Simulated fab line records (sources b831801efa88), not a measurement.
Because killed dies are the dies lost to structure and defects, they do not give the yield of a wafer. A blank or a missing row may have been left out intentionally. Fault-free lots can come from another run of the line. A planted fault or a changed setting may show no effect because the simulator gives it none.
Matching of chambers | flow gf180mcu | GF_V2_CMP_26 on cmp-01: 4 sister chambers
The step polishes, stops on SiO2, t overpolish 15 s, target thk 0 nm. 22 wafers are shown with their chamber, then 11 later ones without.

== EACH WAFER AND ITS CHAMBER ==
wafer  | chamber | motorCurrentA (A) | timeToEndpointS (s) | overpolishRunS (s)
L074.3 | 0       | 10.6              | 81                  | 15.011
L074.5 | 2       | 9.5               | 77                  | 15.011
L074.6 | 1       | 12.3              | 83                  | 14.997
L075.4 | 3       | 9.4               | 84                  | 14.994
L075.5 | 3       | 9.0               | 84                  | 14.996
L075.6 | 2       | 10.2              | 84                  | 14.995
L076.1 | 1       | 12.2              | 81                  | 15.007
L076.3 | 3       | 9.7               | 85                  | 15.000
L076.6 | 2       | 10.5              | 83                  | 14.994
L077.2 | 0       | 11.3              | 85                  | 14.990
L077.5 | 2       | 10.2              | 88                  | 14.994
L077.6 | 1       | 12.1              | 89                  | 14.991
L079.1 | 1       | 11.6              | 82                  | 14.998
L079.2 | 3       | 9.1               | 86                  | 15.021
L079.3 | 2       | 10.2              | 81                  | 15.001
L084.4 | 3       | 9.2               | 87                  | 15.006
L084.5 | 2       | 9.8               | 81                  | 14.992
L084.6 | 3       | 9.3               | 84                  | 15.012
L085.2 | 0       | 10.4              | 82                  | 14.996
L085.4 | 3       | 9.4               | 84                  | 14.994
L085.6 | 0       | 11.9              | 81                  | 15.006
L086.3 | 3       | 9.2               | 86                  | 14.986

SIGNATURES, as means of the wafers listed above
reading         | chamber 0 | chamber 1 | chamber 2 | chamber 3 | scatter within a chamber
motorCurrentA   | 11.050    | 12.050    | 10.067    | 9.287     | 0.385
timeToEndpointS | 82.25     | 83.75     | 82.33     | 85.00     | 2.65
overpolishRunS  | 15.00075  | 14.99825  | 14.99783  | 15.00113  | 0.00928
Rule: a wafer lies at a distance from a chamber equal to the root of the sum of squares, over the readings, of (its reading less the chamber's mean, divided by the reading's scatter). The wafer belongs to the nearest chamber; if the next one is less than 2 further off, it can't be placed. The scatter: the root of (the sum of the squares of (reading less its chamber's mean) over the shown wafers, divided by (wafers less chambers)).

== WAFERS WHOSE CHAMBER IS MISSING ==
wafer  | motorCurrentA (A) | timeToEndpointS (s) | overpolishRunS (s)
L086.4 | 11.5              | 87                  | 15.001
L086.6 | 9.0               | 90                  | 14.993
L087.2 | 12.3              | 88                  | 15.011
L087.4 | 9.6               | 87                  | 15.015
L087.5 | 12.2              | 88                  | 14.992
L091.2 | 11.5              | 86                  | 14.994
L091.4 | 10.6              | 83                  | 14.995
L091.6 | 9.3               | 89                  | 14.991
L095.1 | 9.6               | 82                  | 14.984
L095.5 | 10.2              | 80                  | 15.003
L095.6 | 9.2               | 85                  | 15.005

== CHAMBER TAKEN BY EACH ==
wafer  | from the rows above          | in truth
L086.4 | can't be placed: 1 or 0      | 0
L086.6 | can't be placed: 3 or 2      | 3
L087.2 | can't be placed: 1 or 0      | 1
L087.4 | can't be placed: 3 or 2      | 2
L087.5 | 1                            | 1
L091.2 | can't be placed: 1 or 0      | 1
L091.4 | can't be placed: 0 or 2      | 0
L091.6 | can't be placed: 3 or 2      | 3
L095.1 | can't be placed: 2 or 3      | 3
L095.5 | can't be placed: 2 or 0 or 3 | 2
L095.6 | 3                            | 3
2 of 11 placed correctly. Not placeable from these rows: 9 (in 9, the candidates include the true chamber). Number placed wrongly: 0.
